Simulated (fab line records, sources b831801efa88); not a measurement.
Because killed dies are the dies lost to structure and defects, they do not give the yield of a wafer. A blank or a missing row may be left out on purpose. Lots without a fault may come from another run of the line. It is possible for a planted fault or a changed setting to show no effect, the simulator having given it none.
Problem report, 8D (eight disciplines) form, completed by code | flow sky130 | the parts of the form that need people (team, actions taken, sign-off) are left out

== 1. THE PROBLEM ==
Mean of overpolishRunS at SKY_VIA2_CMP_24: 0.040 s across 3 wafers in 3 lots; on wafers with no fault it is 19.999 s (standard deviation 0.0092). That is -99 or more standard deviations from the usual mean.
The step: polishes, stops on SiO2, t overpolish 20 s, target thk 0 nm.
The first sign was on wafer L620.5 at day 40 18:17, on cmp-01. Wafers with a number at this step in the record: 38, from 13 lots. By rule, "out" or "out of limits" means more than 4 standard deviations away from the usual mean. The other wafers with a number count as sound.

== 2. WHAT IT IS AND WHAT IT IS NOT ==
question                    | is                              | is not
which readings at this step | overpolishRunS, timeToEndpointS | motorCurrentA
which lots                  | L620, L621, L622                | L605, L606, L607, L608, L610, L611, L612, L613, L626, L628
which wafers of those lots  | L620.5, L621.5, L622.5          | L620.6, L621.1, L621.6, L622.1, L622.6
read on which tools         | cmp-01                          | cmp-02
when                        | from day 40 18:17               | up to then (25 sound wafers); but 10 sound wafers of L621, L622, L626, L628 came after

== 3. THE SUSPECTS, EACH WITH WHAT RULES IT OUT ==
Counting: any tool at a process step up to the reading remains a suspect provided it ran every lot that is out. Sound lots after the first of them don't rule it out here, since some wafers of a struck lot are sound.
- cmp-01 at SKY_VIA2_CMP_24 (polishes, stops on SiO2, t overpolish 20 s, target thk 0 nm): kept. It processed each lot that is out (first: L620, day 40 18:17); up to then, its last sound lot is L613 (day 38 21:37). On those wafers its own readings are out: overpolishRunS, timeToEndpointS.
Remaining after the count: cmp-01 at SKY_VIA2_CMP_24.

== 4. THE CAUSE (what the simulator had put in) ==
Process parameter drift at SKY_VIA2_CMP_24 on cmp-01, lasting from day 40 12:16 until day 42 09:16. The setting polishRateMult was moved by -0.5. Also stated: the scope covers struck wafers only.
Only this tool survived the counting.

== 5. THE CHAIN OF EFFECTS, in route order ==
Rows list readings where the struck wafers' mean (over those with a number) sits beyond 3 standard deviations from the usual. Scope: only readings with a usual standard deviation given in the record; hours: median across lots of the time from each lot's start at the first step in this table that gives one to its start at this step; sigmas: change in usual standard deviations.
hours | step                  | reading              | usual    | on struck wafers | change  | sigmas
0     | SKY_VIA2_CMP_24       | overpolishRunS       | 19.999 s | 0.040            | -19.959 | -99 or more
0     | SKY_VIA2_CMP_24       | timeToEndpointS      | 101 s    | 157              | +56     | +18
201   | SKY_PAD_OPEN_PROBE_99 | defectLimitedYield   | 82.2 %   | 0.0              | -82.2   | -43
201   | SKY_PAD_OPEN_PROBE_99 | killed_at_M0_to_M3   | 43       | 447              | +404    | +62
201   | SKY_PAD_OPEN_PROBE_99 | killedDies           | 87       | 492              | +405    | +43
201   | SKY_PAD_OPEN_PROBE_99 | killedOnRim          | 18       | 96               | +78     | +19
201   | SKY_PAD_OPEN_PROBE_99 | sort_bin_3_pad_short | 0.9 %    | 83.6             | +82.7   | +99 or more
201   | SKY_PAD_OPEN_PROBE_99 | sortNPass            | 405      | 0                | -405    | -43
201   | SKY_PAD_OPEN_PROBE_99 | sortYieldPct         | 82.2 %   | 0.0              | -82.2   | -43
It contains these process steps:
- SKY_VIA2_CMP_24: polishes, stops on SiO2, t overpolish 20 s, target thk 0 nm.
- SKY_PAD_OPEN_PROBE_99

== 6. WHAT WOULD HAVE CAUGHT IT SOONER ==
6 hours passed between the start of the fault at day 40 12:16 and the first reading out of limits in this record, taken at day 40 18:17.
